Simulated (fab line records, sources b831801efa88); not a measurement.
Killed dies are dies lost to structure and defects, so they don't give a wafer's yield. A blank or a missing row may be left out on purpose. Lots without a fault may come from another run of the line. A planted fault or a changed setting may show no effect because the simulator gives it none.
Problem report in the 8D (eight disciplines) form, filled by code | flow sky130 | the parts of the form that need people (team, actions taken, sign-off) are left out

1. THE PROBLEM
killed_at_M0_to_M3 at SKY_PAD_OPEN_PROBE_99 reads a mean of 112 on 3 wafers of 2 lots; wafers without a fault read 42 with a standard deviation of 5.8. That is +12 standard deviations from the usual mean.
First seen on wafer L930.2, day 48 02:04, on prober-01. The record holds 21 wafers of 7 lots with a number at this step. Rule for "out", or "out of limits": more than 4 standard deviations from the usual mean. The other wafers with a number count as sound.

2. WHAT IT IS AND WHAT IT IS NOT
question                    | is                                                                                                                            | is not
which readings at this step | killed_at_M0_to_M3, defect_limited_yield, killed_dies, sort_bin_3_pad_short, sort_bin_5_function, sort_n_pass, sort_yield_pct | killed_at_M4_up, killed_at_contacts, killed_at_front_end, killed_at_other, killed_open, killed_short, sort_bin_6_memory
which lots                  | L930, L933                                                                                                                    | L925, L926, L932, L935, L945
which wafers of those lots  | L930.2, L930.4, L933.2                                                                                                        | L930.1, L933.1, L933.4
read on which tools         | prober-01                                                                                                                     | prober-02
when                        | from day 48 02:04                                                                                                             | up to then (7 sound wafers); but 11 sound wafers of L932, L933, L935, L945 came after

3. SUSPECTS, AND WHAT RULES EACH OUT
Counting: a tool at a process step up to the reading stays a suspect if it ran every lot that is out. Sound lots after the first of them don't rule it out here, since some wafers of a struck lot are sound.
- rie_metal-02 at SKY_METAL2_ETCH_18 (etches BARC in N2/H2, stops on SiO2, time 45.9 s, target depth 60 nm): kept. It ran every lot that is out, first L930 (day 37 23:28).
- pvd_sputter-02 at SKY_METAL5_SPUTTER_03 (material Ti, target thk 5 nm, time 3.3 s): kept. It ran every lot that is out, first L930 (day 45 10:17); its last sound lot up to then is L925 (day 43 21:22).
- prober-01 at SKY_PAD_OPEN_PROBE_99: kept. It ran every lot that is out, first L930 (day 48 02:01); its last sound lot up to then is L926 (day 47 09:35). Its own readings are out on those wafers: defect_limited_yield, killed_at_M0_to_M3, killed_dies, sort_bin_3_pad_short, sort_bin_5_function, sort_n_pass, sort_yield_pct.
- Within rie_metal-02 at SKY_METAL2_ETCH_18: the wafers that are out ran in chamber 0; their sound lot-mates ran in chamber 1.
Left after counting: rie_metal-02 at SKY_METAL2_ETCH_18, pvd_sputter-02 at SKY_METAL5_SPUTTER_03, prober-01 at SKY_PAD_OPEN_PROBE_99.

4. THE CAUSE (what the simulator had put in)
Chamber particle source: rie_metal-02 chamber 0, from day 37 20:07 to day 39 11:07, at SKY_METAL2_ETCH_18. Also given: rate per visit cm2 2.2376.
Counting left 3 suspects, and this tool is among them.

5. THE CHAIN OF EFFECTS, in route order
Each row: a reading whose mean over the struck wafers that have a number lies more than 3 standard deviations from the usual. Only readings for which the record gives a usual standard deviation are gone through. hours: the time from each lot's start at the first step in this table that gives one to its start at this step, as a median over the lots. sigmas: the change in usual standard deviations.
hours | step                  | reading              | usual  | on struck wafers | change | sigmas
0     | SKY_PAD_OPEN_PROBE_99 | defect_limited_yield | 82.8 % | 71.0             | -11.8  | -6.6
0     | SKY_PAD_OPEN_PROBE_99 | killed_at_M0_to_M3   | 42     | 112              | +70    | +12
0     | SKY_PAD_OPEN_PROBE_99 | killed_dies          | 85     | 143              | +58    | +6.6
0     | SKY_PAD_OPEN_PROBE_99 | sort_bin_3_pad_short | 0.9 %  | 5.6              | +4.7   | +11
0     | SKY_PAD_OPEN_PROBE_99 | sort_bin_5_function  | 10.1 % | 16.8             | +6.7   | +4.8
0     | SKY_PAD_OPEN_PROBE_99 | sort_n_pass          | 407    | 349              | -58    | -6.6
0     | SKY_PAD_OPEN_PROBE_99 | sort_yield_pct       | 82.8 % | 71.0             | -11.8  | -6.6
The process steps in it:
- SKY_PAD_OPEN_PROBE_99

6. WHAT WOULD HAVE CAUGHT IT SOONER
In this record the first reading out of limits was taken at day 48 02:04, 246 hours after the fault began at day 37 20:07.
Of the tool readings at SKY_METAL2_ETCH_18 for which the record gives a usual standard deviation, none was out on any struck wafer, so an alarm limit of 4 standard deviations on them would not have fired.
All the lots that are out (2) had begun SKY_METAL2_ETCH_18 on rie_metal-02 by day 48 02:04. A hold on the tool at that time would have spared none of them.
